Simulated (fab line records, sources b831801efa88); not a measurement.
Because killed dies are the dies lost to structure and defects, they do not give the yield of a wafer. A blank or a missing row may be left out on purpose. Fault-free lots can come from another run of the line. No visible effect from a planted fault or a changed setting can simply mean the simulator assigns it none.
Chamber matching    flow sky130    4 sister chambers for SKY_VIA3_CMP_02 on cmp-01
The step polishes SiO2. 8 wafers are shown with their chamber, then 8 later ones without.

== WAFERS, EACH WITH ITS CHAMBER ==
wafer   chamber  motor current A (A)  slurry filter dp kPa (kPa)
L897.2  1        10.4                 13.52
L898.1  1        10.5                 13.60
L898.2  3        12.3                 13.64
L899.2  2        10.5                 13.28
L902.4  0        13.3                 13.41
L902.5  0        12.5                 13.56
L902.6  3        12.6                 13.21
L904.1  2        10.8                 13.48

== WAFERS WITHOUT THEIR CHAMBER ==
wafer   motor current A (A)  slurry filter dp kPa (kPa)
L904.5  10.1                 13.61
L904.6  12.3                 13.38
L905.1  10.6                 13.54
L905.2  10.7                 13.50
L905.3  12.2                 13.64
L907.2  10.7                 13.40
L907.4  10.4                 13.49
L907.6  12.1                 13.47

== CHAMBER TAKEN BY EACH ==
wafer   from the rows above      in truth
L904.5  can't be placed: 1 or 2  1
L904.6  can't be placed: 3 or 0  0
L905.1  can't be placed: 1 or 2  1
L905.2  can't be placed: 2 or 1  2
L905.3  can't be placed: 3 or 0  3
L907.2  can't be placed: 2 or 1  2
L907.4  can't be placed: 1 or 2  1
L907.6  can't be placed: 3 or 0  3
Correct placement for 0 of the 8. Can't be placed from these rows: 8 (the true chamber is among the candidates in 8). Number placed wrongly: 0.
How it was worked out, from the rows above alone: a wafer's distance from a chamber is the root of the sum, over the readings, of the square of ((its reading less the chamber's mean) divided by the reading's scatter). If the next closest chamber is less than 2 further off than the closest, the wafer can't be placed; otherwise it belongs to the closest. The mean given for a chamber averages the wafers shown for that chamber. The scatter: take each reading less its chamber's mean, square it, sum over the shown wafers, divide by the number of wafers less the number of chambers, and take the root.
